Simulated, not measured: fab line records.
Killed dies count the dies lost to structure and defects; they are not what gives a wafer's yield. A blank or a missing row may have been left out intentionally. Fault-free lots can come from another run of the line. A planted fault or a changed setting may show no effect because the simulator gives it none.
Which tool is to blame? | flow sky130 | 36 wafers from 12 lots sampled at 5 of the route's 708 steps

WHAT THE GAUGES READ, wafer by wafer
SKY_FIELD_ISO_BOW_MEAS_00. Usual: INCOMING_BOW gives 0 um (standard deviation 6).
lot  | measured    | on            | INCOMING_BOW (um) | flag
L728 | day 1 10:02 | film metro-04 | 7 -6 -4           |
L729 | day 1 15:00 | film metro-02 | 1 -1 11           |
L730 | day 1 20:02 | film metro-04 | -2 1 3            |
L734 | day 2 16:00 | film metro-04 | -5 -2 -16         |
L735 | day 2 21:01 | film metro-04 | -12 -3 -2         |
L736 | day 3 02:00 | film metro-04 | 8 5 1             |
L740 | day 3 22:02 | film metro-04 | -9 5 -7           |
L742 | day 4 08:00 | film metro-02 | 1 4 -3            |
L743 | day 4 13:02 | film metro-03 | -9 -5 2           |
L747 | day 5 09:00 | film metro-04 | -3 7 5            |
L750 | day 6 00:01 | film metro-04 | -3 -8 -4          |
L751 | day 6 05:00 | film metro-04 | -1 3 3            |

SKY_FIELD_ISO_THK_MEAS_25. Usual: FIELD_ISO_CVD_24_THK gives 600 nm (standard deviation 6.4).
lot  | measured    | on            | FIELD_ISO_CVD_24_THK (nm) | flag
L728 | day 2 08:07 | film metro-02 | 597 608 601               |
L729 | day 2 14:52 | film metro-02 | 585 605 595               |
L730 | day 2 19:05 | film metro-04 | 605 597 586               |
L734 | day 3 23:31 | film metro-03 | 599 604 603               |
L735 | day 3 23:36 | film metro-02 | 607 608 598               |
L736 | day 4 06:40 | film metro-04 | 598 601 599               |
L740 | day 4 23:21 | film metro-02 | 608 594 606               |
L742 | day 5 11:58 | film metro-03 | 605 608 599               |
L743 | day 5 14:41 | film metro-03 | 594 601 595               |
L747 | day 6 15:35 | film metro-04 | 609 612 599               |
L750 | day 7 02:24 | film metro-02 | 602 599 602               |
L751 | day 7 08:05 | film metro-03 | 606 595 591               |

SKY_VIA2_THK_MEAS_01. Usual: VIA2_HDPCVD_THK gives 1185 nm (standard deviation 12).
lot  | measured     | on            | VIA2_HDPCVD_THK (nm) | flag
L728 | day 35 06:46 | film metro-03 | 1184 1182 1201       |
L729 | day 35 12:11 | film metro-02 | 1190 1188 1193       |
L730 | day 35 18:46 | film metro-04 | 1203 1191 1202       |
L734 | day 38 01:41 | film metro-03 | 1208 1197 1195       |
L735 | day 38 04:53 | film metro-04 | 1174 1187 1175       |
L736 | day 38 10:08 | film metro-03 | 1191 1183 1196       |
L740 | day 39 09:28 | film metro-02 | 1196 1177 1174       |
L742 | day 39 20:53 | film metro-04 | 1188 1193 1205       |
L743 | day 39 21:55 | film metro-04 | 1156 1183 1172       |
L747 | day 41 03:10 | film metro-04 | 1779 1785 1777       | OFF
L750 | day 41 20:47 | film metro-03 | 1784 1783 1796       | OFF
L751 | day 42 05:17 | film metro-04 | 1766 1752 1759       | OFF

TOOL THAT RAN EACH LOT (tool first, then ch and the chambers of the sampled wafers, then the start)
lot  | SKY_FIELD_ISO_ETCH_14             | SKY_VIA2_HDPCVD_00
L728 | rie diel-01 ch 2,3, day 2 05:30   | hdpcvd-01 ch 0,1,2, day 35 06:37
L729 | rie diel-02 ch 0,1,2, day 2 10:59 | hdpcvd-01 ch 0,1,2, day 35 12:03
L730 | rie diel-01 ch 1,3, day 2 16:05   | hdpcvd-01 ch 0,1, day 35 18:37
L734 | rie diel-01 ch 0,1,2, day 3 13:44 | hdpcvd-01 ch 0,1,2, day 38 01:33
L735 | rie diel-01 ch 0,1, day 3 17:08   | hdpcvd-01 ch 1,2, day 38 04:44
L736 | rie diel-01 ch 0,1,2, day 3 23:53 | hdpcvd-01 ch 0,1, day 38 10:00
L740 | rie diel-02 ch 1,2,3, day 4 21:08 | hdpcvd-02 ch 0,1,2, day 39 09:20
L742 | rie diel-04 ch 2,3, day 5 08:47   | hdpcvd-01 ch 0,2, day 39 20:46
L743 | rie diel-04 ch 2,3, day 5 11:35   | hdpcvd-02 ch 0,2, day 39 21:46
L747 | rie diel-02 ch 0,2,3, day 6 13:44 | hdpcvd-01 ch 1,2, day 41 03:02
L750 | rie diel-01 ch 0,1,2, day 7 00:26 | hdpcvd-01 ch 0,1,2, day 41 20:38
L751 | rie diel-04 ch 0,1,3, day 7 05:26 | hdpcvd-01 ch 1,2, day 42 05:10
- SKY_FIELD_ISO_ETCH_14: etches BARC in N2/H2, stops on SiO2, time 45.9 s, target depth 60 nm.
- SKY_VIA2_HDPCVD_00: deposits SiO2, target thk 1180 nm, time 196.7 s.

WHAT THE TOOLS THEMSELVES READ (means of the sampled wafers that have a number; where no wafer has one, the mark that the record gives instead)
SKY_FIELD_ISO_ETCH_14. Usual: drypump motor current A 5.83 A, standard deviation 0.27; oes product au 0.855 a.u., standard deviation 0.0045; throttle valve pct 13.225 %, standard deviation 0.0086.
lot  | tool        | drypump motor current A (A) | oes product au (a.u.) | throttle valve pct (%) | flag
L728 | rie diel-01 | 5.64                        | 0.852                 | 13.224                 |
L729 | rie diel-02 | 5.87                        | 0.854                 | 13.226                 |
L730 | rie diel-01 | 5.65                        | 0.853                 | 13.224                 |
L734 | rie diel-01 | 5.83                        | 0.860                 | 13.222                 |
L735 | rie diel-01 | 5.86                        | 0.855                 | 13.228                 |
L736 | rie diel-01 | 5.83                        | 0.855                 | 13.233                 |
L740 | rie diel-02 | 5.98                        | 0.857                 | 13.220                 |
L742 | rie diel-04 | 5.98                        | 0.860                 | 13.221                 |
L743 | rie diel-04 | 6.14                        | 0.853                 | 13.221                 |
L747 | rie diel-02 | 5.66                        | 0.852                 | 13.228                 |
L750 | rie diel-01 | 5.82                        | 0.854                 | 13.226                 |
L751 | rie diel-04 | 5.69                        | 0.853                 | 13.231                 |

SKY_VIA2_HDPCVD_00. Usual: sih4 flow sccm 59.99 sccm, standard deviation 0.18.
lot  | tool      | sih4 flow sccm (sccm) | flag
L728 | hdpcvd-01 | 59.97                 |
L729 | hdpcvd-01 | 60.12                 |
L730 | hdpcvd-01 | 60.11                 |
L734 | hdpcvd-01 | 59.80                 |
L735 | hdpcvd-01 | 59.82                 |
L736 | hdpcvd-01 | 60.00                 |
L740 | hdpcvd-02 | 59.97                 |
L742 | hdpcvd-01 | 60.19                 |
L743 | hdpcvd-02 | 60.02                 |
L747 | hdpcvd-01 | 90.12                 | OFF
L750 | hdpcvd-01 | 90.07                 | OFF
L751 | hdpcvd-01 | 89.84                 | OFF

THE ANSWER, worked out from the rows above alone
Rule: a lot is off if the mean of its wafers that have a number lies more than 3 standard deviations from the usual mean. A lot without any number at a reading at which 4 lots or more have one is off too. The other lots that the step has rows for count as sound. Order of review: gauges by route order, followed by the tools' own readings, for which a lot's mean as printed above is used. The first step at which some lot is off is used, and at that step the reading that is off furthest; a lot without a number counts as furthest.
Off: at SKY_VIA2_THK_MEAS_01 (VIA2_HDPCVD_THK), L747, L750, L751.
If a tool, at a process step before that reading, ran all the lots that are off and no sound lot after the first of them, it fits. The gauges at SKY_VIA2_THK_MEAS_01 aren't tried: what is off there is off at SKY_VIA2_HDPCVD_00 too, on other tools, and a gauge's error can't cause that. One fits: hdpcvd-01 at SKY_VIA2_HDPCVD_00. A fault onset in the window from L742 (day 39 20:46, its last sound lot) to L747 (day 41 03:02, its first lot off) fits.
On the lots that are off, the tool's own readings at SKY_VIA2_HDPCVD_00 differ by more than 5 times the standard deviation of the sound lots' means, which bears it out; sih4 flow sccm reads 90.01 sccm there versus 60.00 sccm on the sound lots.

WHAT THE SIMULATOR PUT IN
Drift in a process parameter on hdpcvd-01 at SKY_VIA2_HDPCVD_00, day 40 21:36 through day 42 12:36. From 60, the setting sih4 flow sccm moved by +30. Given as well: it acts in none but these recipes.
Struck lots among those shown: L747, L750, L751. The same result came from the rule above.
